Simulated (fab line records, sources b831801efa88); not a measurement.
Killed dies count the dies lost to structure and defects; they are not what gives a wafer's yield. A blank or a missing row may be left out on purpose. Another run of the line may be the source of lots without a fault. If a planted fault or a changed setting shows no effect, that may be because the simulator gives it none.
Tool commonality check | flow gf180mcu | Sample size 13 lots and 39 wafers

== WHY IT WAS OPENED ==
On 1 of the 13 lots, a flag is raised at GF_STI_CD_MEAS_12 on the reading cd nm. Wafers without a fault read 220.2 nm, standard deviation 1.4.
Rule: a lot gets a flag if all its wafers with a number sit over 4 standard deviations from that mean, or if no wafer of it has a number. The rest of the lots are taken to be sound.

lot  | measured    | on        | cd nm (nm), wafer by wafer | flag
L927 | day 2 01:37 | cd sem-02 | 220.8 219.1 220.0          |
L928 | day 2 07:02 | cd sem-02 | 220.1 220.4 219.0          |
L929 | day 2 11:19 | cd sem-01 | 221.1 222.6 222.0          |
L930 | day 2 16:28 | cd sem-01 | 220.3 219.3 218.8          |
L931 | day 2 21:25 | cd sem-01 | 223.4 222.1 221.3          |
L933 | day 3 08:25 | cd sem-01 | 221.6 222.2 221.0          |
L935 | day 3 20:20 | cd sem-02 | 221.2 220.2 220.9          |
L937 | day 4 08:52 | cd sem-01 | 234.9 233.6 234.0          | FLAGGED
L944 | day 5 16:59 | cd sem-02 | 221.2 220.6 221.6          |
L945 | day 5 23:07 | cd sem-02 | 219.6 220.8 220.0          |
L946 | day 6 04:20 | cd sem-01 | 219.7 219.8 219.2          |
L948 | day 6 15:14 | cd sem-01 | 218.9 219.9 219.2          |
L949 | day 6 18:47 | cd sem-02 | 219.4 219.5 220.0          |
On average the flagged lots' numbers are 234.2 nm, which is +14.0 nm against the usual, or +10 standard deviations.

== EACH LOT AND THE TOOL IT RAN ON ==
The record keeps 1 process step preceding the reading, out of 602 steps on the route. In each cell: the tool, then ch and the chambers that the sampled wafers went through, then the start.
lot  | flag    | GF_STI_EXPOSE_09
L927 |         | krf scanner-02 ch 0, day 1 20:32
L928 |         | krf scanner-01 ch 0, day 2 01:25
L929 |         | krf scanner-01 ch 0, day 2 04:55
L930 |         | krf scanner-02 ch 0, day 2 11:05
L931 |         | krf scanner-01 ch 0, day 2 15:35
L933 |         | krf scanner-01 ch 0, day 3 02:30
L935 |         | krf scanner-02 ch 0, day 3 14:19
L937 | FLAGGED | krf scanner-01 ch 0, day 4 03:01
L944 |         | krf scanner-01 ch 0, day 5 09:04
L945 |         | krf scanner-01 ch 0, day 5 16:31
L946 |         | krf scanner-01 ch 0, day 5 21:01
L948 |         | krf scanner-01 ch 0, day 6 08:18
L949 |         | krf scanner-02 ch 0, day 6 11:07
These steps, and what they do:
- GF_STI_EXPOSE_09: exposes mask COMP, target cd 220 nm.
- GF_STI_CD_MEAS_12: target cd 220 nm.

== FLAGGED AGAINST TOTAL, ONE TOOL AT A TIME (gauges that did the reading follow at the end) ==
step              | tool           | lots run | flagged | share of the flagged lots | sound lots run after its first flagged lot
GF_STI_EXPOSE_09  | krf scanner-01 | 9        | 1       | all                       | 4 (L944,L945,L946,L948)
GF_STI_EXPOSE_09  | krf scanner-02 | 4        | 0       | none                      | -
GF_STI_CD_MEAS_12 | cd sem-01      | 7        | 1       | all                       | 2 (L946,L948)
GF_STI_CD_MEAS_12 | cd sem-02      | 6        | 0       | none                      | -

== THE TABLE: WHAT IT ALLOWS ==
Table rows that saw every flagged lot: 2, namely krf scanner-01 at GF_STI_EXPOSE_09 and cd sem-01 at GF_STI_CD_MEAS_12.
- krf scanner-01 at GF_STI_EXPOSE_09 ran 9 lots, 1 of them flagged. Sound lots followed the first flagged one (L944, L945, L946, L948) on it, something a lasting fault affecting the whole tool could not allow.
- cd sem-01 at GF_STI_CD_MEAS_12 ran 7 lots, 1 of them flagged. Sound lots followed the first flagged one (L946, L948) on it, something a lasting fault affecting the whole tool could not allow.
None of the table's rows ran every flagged lot and, after the first, no sound lot.

== WHAT THE SIMULATOR PUT IN ==
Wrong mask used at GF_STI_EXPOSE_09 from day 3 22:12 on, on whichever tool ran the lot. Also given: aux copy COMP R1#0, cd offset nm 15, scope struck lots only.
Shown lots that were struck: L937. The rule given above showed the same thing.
